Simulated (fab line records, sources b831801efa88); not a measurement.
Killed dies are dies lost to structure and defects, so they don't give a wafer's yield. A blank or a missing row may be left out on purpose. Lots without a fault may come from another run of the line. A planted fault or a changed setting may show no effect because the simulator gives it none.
Which tool did it? | flow gf180mcu | 12 lots, 36 wafers sampled, at 6 steps of a route of 602

WHAT THE GAUGES READ, wafer by wafer
GF_STI_THK_MEAS_04.
lot  | measured    | on            | STI_CVD_03_THK (nm)
L692 | day 1 14:49 | film_metro-04 | 208.5 207.7 206.5
L693 | day 1 18:34 | film_metro-01 | 205.7 205.4 205.5
L695 | day 2 06:43 | film_metro-02 | 208.9 209.1 208.0
L696 | day 2 10:13 | film_metro-04 | 208.6 208.6 208.6
L699 | day 3 00:34 | film_metro-01 | 206.5 207.3 206.1
L700 | day 3 05:34 | film_metro-04 | 207.7 207.4 207.5
L703 | day 3 21:47 | film_metro-04 | 207.5 208.9 208.6
L705 | day 4 07:35 | film_metro-01 | 213.2 218.9 221.1 213.1 219.0 221.2
L706 | day 4 11:41 | film_metro-04 | 209.5 215.7 218.8 209.5 215.7 218.9
L712 | day 5 17:34 | film_metro-01 | 208.1 208.9 208.6
L713 | day 5 22:34 | film_metro-04 | 206.5 207.1 206.8
L714 | day 6 03:34 | film_metro-04 | 208.1 209.4 207.8

GF_LVPWELL_OVL_MEAS_07.
lot  | measured    | on         | LVPWELL_OVL (nm)
L692 | day 3 22:52 | overlay-01 | -1.7 -2.1 -2.4
L693 | day 4 04:20 | overlay-01 | -1.1 -1.7 -2.2
L695 | day 4 14:56 | overlay-01 | 0.1 -1.1 1.5
L696 | day 4 18:24 | overlay-01 | -0.5 0.3 0.9
L699 | day 5 11:35 | overlay-02 | -0.5 0.9 -1.4
L700 | day 5 17:16 | overlay-02 | 0.5 -1.2 -0.3
L703 | day 6 11:41 | overlay-02 | -1.1 -0.2 -0.7
L705 | day 6 22:52 | overlay-01 | -0.1 1.9 1.0
L706 | day 7 03:26 | overlay-02 | 0.0 0.3 1.5
L712 | day 8 11:49 | overlay-01 | 3.9 2.9 1.7
L713 | day 8 19:16 | overlay-02 | 2.0 2.3 1.7
L714 | day 9 00:21 | overlay-01 | 1.0 0.1 -0.3

GF_POLY_GATE_THK_MEAS_01.
lot  | measured     | on            | POLY_GATE_CVD_00_THK (nm)
L692 | day 8 15:44  | film_metro-04 | 205.9 205.6 206.5
L693 | day 8 18:59  | film_metro-03 | 205.6 207.7 206.1
L695 | day 9 08:10  | film_metro-04 | 204.7 203.8 203.8
L696 | day 9 14:15  | film_metro-03 | 204.1 205.1 204.2
L699 | day 10 10:51 | film_metro-04 | 204.9 203.9 203.7
L700 | day 10 17:40 | film_metro-01 | 204.9 205.5 205.7
L703 | day 11 16:44 | film_metro-01 | 206.3 205.8 206.1
L705 | day 12 06:22 | film_metro-04 | 203.7 204.8 202.6
L706 | day 12 12:13 | film_metro-01 | 207.2 207.3 206.6
L712 | day 14 05:55 | film_metro-01 | 203.6 202.2 201.2
L713 | day 14 13:58 | film_metro-03 | 205.8 203.9 205.7
L714 | day 14 20:00 | film_metro-01 | 208.0 208.3 209.4

WHICH TOOL RAN EACH LOT (tool, then ch and the chambers of the sampled wafers, then the start)
lot  | GF_STI_CVD_03              | GF_STI_ETCH_13                    | GF_NWELL_STRIP_10
L692 | lpcvd-02 ch 1, day 1 12:50 | rie_diel-02 ch 0,1,3, day 2 02:22 | plasma_asher-04 ch 0,1, day 3 09:37
L693 | lpcvd-01 ch 0, day 1 16:34 | rie_diel-03 ch 0,1,2, day 2 06:22 | plasma_asher-02 ch 0,1, day 3 15:08
L695 | lpcvd-01 ch 0, day 2 04:44 | rie_diel-04 ch 0,2,3, day 2 19:07 | plasma_asher-04 ch 0,1, day 4 01:46
L696 | lpcvd-01 ch 0, day 2 08:13 | rie_diel-03 ch 0,3, day 2 22:37   | plasma_asher-03 ch 0,1, day 4 05:12
L699 | lpcvd-01 ch 1, day 2 22:34 | rie_diel-02 ch 0,1,3, day 3 13:41 | plasma_asher-03 ch 0,1, day 4 21:53
L700 | lpcvd-01 ch 1, day 3 03:34 | rie_diel-04 ch 1,2,3, day 3 18:52 | plasma_asher-03 ch 0,1, day 5 02:58
L703 | lpcvd-02 ch 1, day 3 19:49 | rie_diel-02 ch 0,3, day 4 11:19   | plasma_asher-04 ch 0,1, day 5 20:58
L705 | lpcvd-01 ch 0, day 4 05:36 | rie_diel-03 ch 1,2,3, day 4 21:04 | plasma_asher-02 ch 0,1, day 6 07:13
L706 | lpcvd-01 ch 1, day 4 09:43 | rie_diel-02 ch 1,2,3, day 5 01:19 | plasma_asher-03 ch 0,1, day 6 11:50
L712 | lpcvd-02 ch 0, day 5 15:34 | rie_diel-02 ch 1,2,3, day 6 08:16 | plasma_asher-04 ch 0,1, day 7 19:49
L713 | lpcvd-02 ch 0, day 5 20:34 | rie_diel-02 ch 0,1,2, day 6 13:44 | plasma_asher-02 ch 0,1, day 8 02:53
L714 | lpcvd-02 ch 1, day 6 01:34 | rie_diel-04 ch 0,1,2, day 6 18:49 | plasma_asher-04 ch 0,1, day 8 08:08
- GF_STI_CVD_03: deposits Si3N4 from DCS/NH3, target thk 207.16 nm, time 3551 s.
- GF_STI_ETCH_13: etches the open film in CHF3/O2, stops on Si, target depth 282.31 nm, time 112.9 s.
- GF_NWELL_STRIP_10: strips in O2/N2.

WHAT THE TOOLS THEMSELVES READ (means of the sampled wafers that have a number; where no wafer has one, the mark that the record gives instead)
GF_STI_CVD_03.
lot  | tool     | spike_tc_centre_C (C) | zone_power_centre_pct (%) | zone_power_lower_pct (%)
L692 | lpcvd-02 | 771.3                 | 13.2                      | 13.0
L693 | lpcvd-01 | 769.6                 | 12.5                      | 12.7
L695 | lpcvd-01 | 768.7                 | 12.6                      | 12.7
L696 | lpcvd-01 | 769.4                 | 12.4                      | 12.7
L699 | lpcvd-01 | 769.4                 | 15.3                      | 12.0
L700 | lpcvd-01 | 767.8                 | 15.1                      | 12.1
L703 | lpcvd-02 | 770.9                 | 13.2                      | 13.0
L705 | lpcvd-01 | 786.2                 | 16.7                      | 10.6
L706 | lpcvd-01 | 785.4                 | 20.1                      | 10.0
L712 | lpcvd-02 | 771.7                 | 12.8                      | 12.8
L713 | lpcvd-02 | 771.0                 | 12.8                      | 12.9
L714 | lpcvd-02 | 770.4                 | 13.2                      | 12.8

GF_STI_ETCH_13.
lot  | tool        | chf3_flow_sccm (sccm) | drypump_motor_current_A (A) | oes_product_au (a.u.) | throttle_valve_pct (%)
L692 | rie_diel-02 | 50.10                 | 5.4                         | 0.836                 | 8.808
L693 | rie_diel-03 | 49.95                 | 5.1                         | 0.826                 | 8.810
L695 | rie_diel-04 | 50.11                 | 6.0                         | 0.832                 | 8.810
L696 | rie_diel-03 | 50.18                 | 5.8                         | 0.834                 | 8.808
L699 | rie_diel-02 | 49.99                 | 5.4                         | 0.836                 | 8.806
L700 | rie_diel-04 | 49.95                 | 5.7                         | 0.837                 | 8.821
L703 | rie_diel-02 | 49.86                 | 5.4                         | 0.837                 | 8.816
L705 | rie_diel-03 | 49.93                 | 5.4                         | 0.856                 | 8.815
L706 | rie_diel-02 | 50.15                 | 5.6                         | 0.847                 | 8.819
L712 | rie_diel-02 | 50.10                 | 5.6                         | 0.837                 | 8.801
L713 | rie_diel-02 | 50.04                 | 5.4                         | 0.836                 | 8.810
L714 | rie_diel-04 | 49.98                 | 5.8                         | 0.837                 | 8.811

GF_NWELL_STRIP_10.
lot  | tool            | drypump_motor_current_A (A) | heater_power_w (W) | oes_product_au (a.u.) | strip_time_to_endpoint_s (s)
L692 | plasma_asher-04 | 6.1                         | 378                | 0.721                 | 36.86
L693 | plasma_asher-02 | 5.8                         | 329                | 0.722                 | 36.72
L695 | plasma_asher-04 | 6.1                         | 362                | 0.723                 | 36.51
L696 | plasma_asher-03 | 4.8                         | 335                | 0.727                 | 36.66
L699 | plasma_asher-03 | 5.0                         | 314                | 0.719                 | 36.72
L700 | plasma_asher-03 | 4.8                         | 337                | 0.721                 | 36.74
L703 | plasma_asher-04 | 6.1                         | 376                | 0.724                 | 36.52
L705 | plasma_asher-02 | 6.3                         | 337                | 0.718                 | 36.62
L706 | plasma_asher-03 | 5.0                         | 308                | 0.723                 | 36.65
L712 | plasma_asher-04 | 6.1                         | 375                | 0.719                 | 36.52
L713 | plasma_asher-02 | 6.3                         | 333                | 0.724                 | 36.58
L714 | plasma_asher-04 | 6.1                         | 357                | 0.719                 | 36.42

THE ANSWER, worked out from the rows above alone
Rule: what is usual is taken from the lots themselves. Put in order of their means at a reading, lots are off if they are a third of the lots or fewer, leave a main group of 4 or more, and stand apart from it by a gap of 3 or more times the standard deviation of the main group's means; of several such gaps the widest counts. A main group whose means are all the same, to the digits that the tables above print for the reading, isn't used. A lot without any number at a reading at which 4 lots or more have one is off too. The other lots that the step has rows for count as sound. The gauges are gone through in route order, then the tools' own readings, and for those a lot's mean is taken as printed above. The first step at which some lot is off is used, and at that step the reading that is off furthest; a lot without a number counts as furthest.
Off: L705, L706, at GF_STI_THK_MEAS_04 (STI_CVD_03_THK). The main group: mean 207.7 nm, standard deviation 1.
A tool fits if, at a process step before that reading, it ran every lot that is off, and no sound lot after the first of them. The gauges at GF_STI_THK_MEAS_04 aren't tried: what is off there is off at GF_STI_CVD_03 too, on other tools, and a gauge's error can't cause that. One fits: lpcvd-01 at GF_STI_CVD_03. Its last sound lot is L700 (day 3 03:34), its first lot that is off L705 (day 4 05:36): a fault that began between those two fits.
The tool's own readings at GF_STI_CVD_03 bear it out: on the lots that are off they differ by more than 5 times the standard deviation of the sound lots' means. spike_tc_centre_C reads 785.8 C there against 770.0 C on the sound lots; zone_power_centre_pct reads 18.4 % there against 13.3 % on the sound lots; zone_power_lower_pct reads 10.3 % there against 12.7 % on the sound lots.

WHAT THE SIMULATOR HAD PUT IN
Process parameter drift: lpcvd-01, from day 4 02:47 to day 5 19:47, at GF_STI_CVD_03. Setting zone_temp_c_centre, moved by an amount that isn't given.
Lots struck among those shown: L705, L706. The rule above found the same.
